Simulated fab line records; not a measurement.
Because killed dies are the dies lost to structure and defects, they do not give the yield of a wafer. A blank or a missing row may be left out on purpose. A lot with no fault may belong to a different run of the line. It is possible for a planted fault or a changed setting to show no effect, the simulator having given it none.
fab line records ; flow sky130
record: lots: 13; wafers: 39; last_day: 50
route steps=708 shown GATE_OXIDE@201 LDD_P@262 LDD_LDN@299 SD_P@330
lots that met no fault: taken from a fault-free run of the same line
start_h: hours from the record's first day to the start of the lot's first wafer shown ; wait_h: hours from the lot's prior step to this one ; " unchanged from the row above ; L1.1+2: a row that stands for several wafers ; - value missing, or start not given ; * or withheld: withheld ; < > ~ a bound
route shown NAME@n: a module of which the file shows steps, and the number in the route of the first ; usual: average and standard deviation across the fault-free wafers ; same: alike in all rows ; chamber/n: place in a boat ; sites: per-site readings ; _std_site: standard deviation across them ; _edge_site: mean of outer sites minus mean of inner sites ; radius_mm: how far each site lies from the wafer's centre ; mask NAME#n: copy n ; behind: the most recent tool/chamber to have shaped the wafer ; hold: what put the lot on hold/how long, in hours/how the hold closed ; device: the n, p or np transistor that did not switch ; end of line: the tests these same wafers got at the end of their route ; a step with no rows: only its recipe ; killed: dies that structure and defects cost at the first sort, which is not the same as the wafer's yield ; map: shows each die of a wafer: x if killed, . if not, _ if none is there
set.NAME: setting as actually run; set.NAME@STEP: the setting as run at that earlier step ; model.NAME: the simulator's own value behind a step, which no gauge read
one table for each step of the route and one row for each wafer, over a sample of lots
services: a tool's chamber out of use, with start hour (start_h, from the record's first day; less than 0 if before it), hours out, and reason
== steps ==
step: SKY_GATE_OXIDE_TW_MEAS_14
usual: GATE_OXIDE_TW: 224.5/1.5
lot.wafer;tool;chamber;start_h;wait_h;GATE_OXIDE_TW
L735.1;film_metro-04;-;320.14;0.1;224.3
L735.4;film_metro-04;-;320.14;0.1;224.8
L735.5;film_metro-04;-;320.14;0.1;224.8
L736.1;film_metro-02;-;325.05;0.1;226.9
L736.4;film_metro-02;-;325.05;0.1;226.8
L736.6;film_metro-02;-;325.05;0.1;226.8
L737.2;film_metro-01;-;326.46;0.1;222.8
L737.3;film_metro-01;-;326.46;0.1;223.2
L737.6;film_metro-01;-;326.46;0.1;223.6
L739.1;film_metro-01;-;344.79;0.1;223.3
L739.3;film_metro-01;-;344.79;0.1;223.8
L739.5;film_metro-01;-;344.79;0.1;223.6
L741.1;film_metro-04;-;370.32;0.1;225.9
L741.2;film_metro-04;-;370.32;0.1;224.6
L741.5;film_metro-04;-;370.32;0.1;225.2
L744.1;film_metro-04;-;396.57;0.1;221.9
L744.2;film_metro-04;-;396.57;0.1;224.3
L744.6;film_metro-04;-;396.57;0.1;224.8
L743.1;film_metro-02;-;396.60;0.1;224.9
L743.3;film_metro-02;-;396.60;0.1;225.7
L743.5;film_metro-02;-;396.60;0.1;226.1
L746.1;film_metro-01;-;414.80;0.1;224.5
L746.4;film_metro-01;-;414.80;0.1;222.7
L746.6;film_metro-01;-;414.80;0.1;222.1
L748.1;film_metro-02;-;431.57;0.1;227.1
L748.3;film_metro-02;-;431.57;0.1;227.1
L748.4;film_metro-02;-;431.57;0.1;227.2
L749.2;film_metro-04;-;432.48;0.1;221.7
L749.3;film_metro-04;-;432.48;0.1;224.2
L749.6;film_metro-04;-;432.48;0.1;223.6
L750.1;film_metro-02;-;444.39;0.1;226.5
L750.2;film_metro-02;-;444.39;0.1;227.0
L750.6;film_metro-02;-;444.39;0.1;227.2
L754.2;film_metro-02;-;477.22;0.1;224.4
L754.3;film_metro-02;-;477.22;0.1;225.0
L754.5;film_metro-02;-;477.22;0.1;225.0
L757.1;film_metro-04;-;501.20;0.1;221.7
L757.2;film_metro-04;-;501.20;0.1;223.8
L757.4;film_metro-04;-;501.20;0.1;222.8
step: SKY_LDD_P_CD_MEAS_07
recipe: target_cd_nm: 380
usual: cd_nm: 380/3.2
lot.wafer;tool;chamber;start_h;wait_h;cd_nm
L735.1;cd_sem-02;-;443.28;0.1;381
L735.4;cd_sem-02;-;443.28;0.1;379
L735.5;cd_sem-02;-;443.28;0.1;381
L736.1;cd_sem-02;-;450.45;0.1;377
L736.4;cd_sem-02;-;450.45;0.1;377
L736.6;cd_sem-02;-;450.45;0.1;375
L737.2;cd_sem-02;-;453.58;0.1;382
L737.3;cd_sem-02;-;453.58;0.1;379
L737.6;cd_sem-02;-;453.58;0.1;383
L739.1;cd_sem-02;-;472.45;0.1;384
L739.3;cd_sem-02;-;472.45;0.1;386
L739.5;cd_sem-02;-;472.45;0.1;384
L741.1;cd_sem-01;-;502.03;0.1;383
L741.2;cd_sem-01;-;502.03;0.1;380
L741.5;cd_sem-01;-;502.03;0.1;381
L744.1;cd_sem-02;-;528.16;0.1;383
L744.2;cd_sem-02;-;528.16;0.1;385
L744.6;cd_sem-02;-;528.16;0.1;383
L743.1;cd_sem-01;-;529.71;0.1;380
L743.3;cd_sem-01;-;529.71;0.1;377
L743.5;cd_sem-01;-;529.71;0.1;380
L746.1;cd_sem-01;-;545.26;0.1;379
L746.4;cd_sem-01;-;545.26;0.1;381
L746.6;cd_sem-01;-;545.26;0.1;381
L748.1;cd_sem-01;-;562.41;0.1;384
L748.3;cd_sem-01;-;562.41;0.1;383
L748.4;cd_sem-01;-;562.41;0.1;383
L749.2;cd_sem-01;-;565.48;0.1;377
L749.3;cd_sem-01;-;565.48;0.1;377
L749.6;cd_sem-01;-;565.48;0.1;376
L750.1;cd_sem-01;-;575.56;0.2;380
L750.2;cd_sem-01;-;575.56;0.2;380
L750.6;cd_sem-01;-;575.56;0.2;376
L754.2;cd_sem-02;-;604.62;0.1;382
L754.3;cd_sem-02;-;604.62;0.1;382
L754.5;cd_sem-02;-;604.62;0.1;383
L757.1;cd_sem-02;-;628.93;0.1;375
L757.2;cd_sem-02;-;628.93;0.1;375
L757.4;cd_sem-02;-;628.93;0.1;373
step: SKY_LDD_LDN_IMPLANT_10
recipe: species: As; energy_kev: 15; dose_cm2: 1.25e+13; tilt_deg: withheld; rotation_deg: 203
usual: beam_energy_keV: 15.000/0.0047
same: implant_ion_amu: 75
lot.wafer;tool;chamber;start_h;wait_h;beam_energy_keV
L735.1;implanter-03;0;535.98;0.1;15.002
L735.4;implanter-03;0;535.98;0.1;14.996
L735.5;implanter-03;0;535.98;0.1;15.000
L736.1;implanter-03;0;543.13;0.1;14.997
L736.4;implanter-03;0;543.13;0.1;14.997
L736.6;implanter-03;0;543.13;0.1;14.995
L737.2;implanter-01;0;545.74;0.1;15.004
L737.3;implanter-01;0;545.74;0.1;15.004
L737.6;implanter-01;0;545.74;0.1;15.002
L739.1;implanter-03;0;565.23;0.1;14.993
L739.3;implanter-03;0;565.23;0.1;15.001
L739.5;implanter-03;0;565.23;0.1;14.993
L741.1;implanter-02;0;592.23;0.1;15.005
L741.2;implanter-02;0;592.23;0.1;14.998
L741.5;implanter-02;0;592.23;0.1;15.000
L744.1;implanter-01;0;618.72;0.1;14.996
L744.2;implanter-01;0;618.72;0.1;14.998
L744.6;implanter-01;0;618.72;0.1;15.006
L743.1;implanter-01;0;620.23;0.1;14.995
L743.3;implanter-01;0;620.23;0.1;14.994
L743.5;implanter-01;0;620.23;0.1;14.998
L746.1;implanter-01;0;634.84;0.1;15.002
L746.4;implanter-01;0;634.84;0.1;14.999
L746.6;implanter-01;0;634.84;0.1;14.998
L748.1;implanter-02;0;651.62;0.1;15.002
L748.3;implanter-02;0;651.62;0.1;15.003
L748.4;implanter-02;0;651.62;0.1;15.000
L749.2;implanter-01;0;655.30;0.1;14.314
L749.3;implanter-01;0;655.30;0.1;14.323
L749.6;implanter-01;0;655.30;0.1;14.318
L750.1;implanter-01;0;664.33;0.1;14.316
L750.2;implanter-01;0;664.33;0.1;14.314
L750.6;implanter-01;0;664.33;0.1;14.315
L754.2;implanter-02;0;693.15;0.1;15.010
L754.3;implanter-02;0;693.15;0.1;15.004
L754.5;implanter-02;0;693.15;0.1;15.004
L757.1;implanter-03;0;716.93;0.1;14.997
L757.2;implanter-03;0;716.93;0.1;15.005
L757.4;implanter-03;0;716.93;0.1;15.001
step: SKY_SD_P_STRIP_10
recipe: chemistry: O2/N2; power_w: 1400; pressure_mtorr: 1500; platen_temp_c: withheld; o2_flow_sccm: 3000; n2_flow_sccm: 300; overash_fraction: 0.5
usual: drypump_motor_current_A: 5.6/0.49; n2_flow_sccm: 300.0/0.94; oes_product_au: 0.618/0.0049; strip_time_to_endpoint_s: 17.49/0.049
lot.wafer;tool;chamber;start_h;wait_h;drypump_motor_current_A;n2_flow_sccm;oes_product_au;rf_hours_counter_h;strip_time_to_endpoint_s
L735.1;plasma_asher-02;0;598.87;0.1;6.1;300.3;0.622;78;17.44
L735.4;plasma_asher-02;1;598.87;0.1;5.7;300.2;0.618;-;17.45
L735.5;plasma_asher-02;0;598.87;0.1;6.1;298.4;0.612;-;17.48
L736.1;plasma_asher-02;0;607.22;0.1;6.1;300.2;0.610;79;17.41
L736.4;plasma_asher-02;0;607.22;0.1;6.1;299.4;0.622;-;17.39
L736.6;plasma_asher-02;1;607.22;0.1;5.8;301.3;0.610;-;17.40
L737.2;plasma_asher-01;1;608.54;0.1;4.7;301.1;0.630;94;17.48
L737.3;plasma_asher-01;0;608.54;0.1;5.9;299.6;0.616;-;17.51
L737.6;plasma_asher-01;1;608.54;0.1;4.7;299.9;0.621;-;17.47
L739.1;plasma_asher-01;1;627.24;0.1;4.8;298.6;0.620;96;17.46
L739.3;plasma_asher-01;1;627.24;0.1;4.8;299.9;0.621;-;17.45
L739.5;plasma_asher-01;1;627.24;0.1;4.7;299.9;0.617;-;17.46
L741.1;plasma_asher-02;1;652.60;0.1;5.8;300.4;0.613;83;17.51
L741.2;plasma_asher-02;0;652.60;0.1;6.1;300.9;0.623;83;17.51
L741.5;plasma_asher-02;0;652.60;0.1;6.1;301.3;0.614;-;17.53
L744.1;plasma_asher-02;0;679.42;0.1;6.1;300.6;0.626;86;17.43
L744.2;plasma_asher-02;1;679.42;0.1;5.7;298.6;0.624;86;17.46
L744.6;plasma_asher-02;0;679.42;0.1;6.1;300.9;0.623;-;17.47
L743.1;plasma_asher-01;1;684.69;0.1;4.7;298.3;0.620;102;17.45
L743.3;plasma_asher-01;1;684.69;0.1;4.7;300.6;0.619;-;17.46
L743.5;plasma_asher-01;1;684.69;0.1;4.7;298.9;0.620;-;17.48
L746.1;plasma_asher-03;0;695.94;0.1;5.2;300.4;0.616;26;17.53
L746.4;plasma_asher-03;1;695.94;0.1;5.3;300.4;0.616;-;17.50
L746.6;plasma_asher-03;1;695.94;0.1;5.3;300.1;0.621;-;17.49
L748.1;plasma_asher-02;1;713.32;0.1;5.8;299.4;0.623;89;17.57
L748.3;plasma_asher-02;0;713.32;0.1;6.1;299.7;0.629;-;17.54
L748.4;plasma_asher-02;1;713.32;0.1;5.8;299.4;0.618;-;17.54
L749.2;plasma_asher-02;0;714.50;0.1;6.1;301.3;0.613;89;17.44
L749.3;plasma_asher-02;0;714.50;0.1;6.1;302.4;0.616;-;17.40
L749.6;plasma_asher-02;1;714.50;0.1;5.8;299.6;0.611;-;17.44
L750.1;plasma_asher-01;1;726.25;0.1;4.7;300.0;0.623;106;17.46
L750.2;plasma_asher-01;0;726.25;0.1;5.9;300.2;0.618;106;17.47
L750.6;plasma_asher-01;1;726.25;0.1;4.8;300.7;0.626;-;17.51
L754.2;plasma_asher-03;1;751.37;0.1;5.2;299.5;0.616;32;17.52
L754.3;plasma_asher-03;0;751.37;0.1;5.2;298.3;0.611;-;17.52
L754.5;plasma_asher-03;1;751.37;0.1;5.2;299.4;0.619;-;17.50
L757.1;plasma_asher-02;0;775.75;0.1;6.1;300.1;0.612;95;17.52
L757.2;plasma_asher-02;1;775.75;0.1;5.8;300.0;0.625;95;17.49
L757.4;plasma_asher-02;1;775.75;0.1;5.8;300.3;0.617;-;17.50
== services ==
tool;chamber;start_h;hours;kind
implanter-01;-;520.50;3.8;repair
plasma_asher-01;-;526.68;3.8;repair
implanter-01;-;564.82;23.0;pm
implanter-03;-;566.30;1.8;repair
plasma_asher-02;-;601.70;2.8;pm
implanter-03;-;649.47;4.6;pm
plasma_asher-03;-;658.47;0.7;repair
implanter-02;-;682.51;5.3;repair
implanter-01;-;693.51;4.3;pm
implanter-02;-;714.30;4.3;repair
implanter-02;-;721.10;17.3;pm
plasma_asher-01;-;733.75;9.0;pm
plasma_asher-01;0;733.75;9.0;vent_cycle
plasma_asher-01;1;733.75;9.0;vent_cycle
plasma_asher-01;0;742.75;-;clean
plasma_asher-01;1;742.75;-;clean
== key ==
first_sign: step: SKY_LDD_LDN_IMPLANT_10; reading: beam_energy_keV; direction: down; sigmas: 99+; usual: *; struck: *
effect none on later readings
met_at SKY_LDD_LDN_IMPLANT_10
struck_lots L749,L750
tester_left_out L749,L750
not_acting_at SKY_GATE_OXIDE_TW_MEAS_14,SKY_LDD_P_CD_MEAS_07,SKY_SD_P_STRIP_10
onset_between 634.84 655.30
fault: kind: process_parameter_drift; tool: implanter-01; chamber: -; onset_h: 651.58; steps: SKY_LDD_LDN_IMPLANT_10; channel: energy_kev; offset: *; shape: step; end_h: 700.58; acts_in: *; stated: *
tester_left_out: of these lots the tester's yield and bins aren't shown, on N5 and GAA mostly nor the transistor test; their killed dies are dies lost to structure and defects alone, not to doping, threshold or leakage, so they don't give the yield
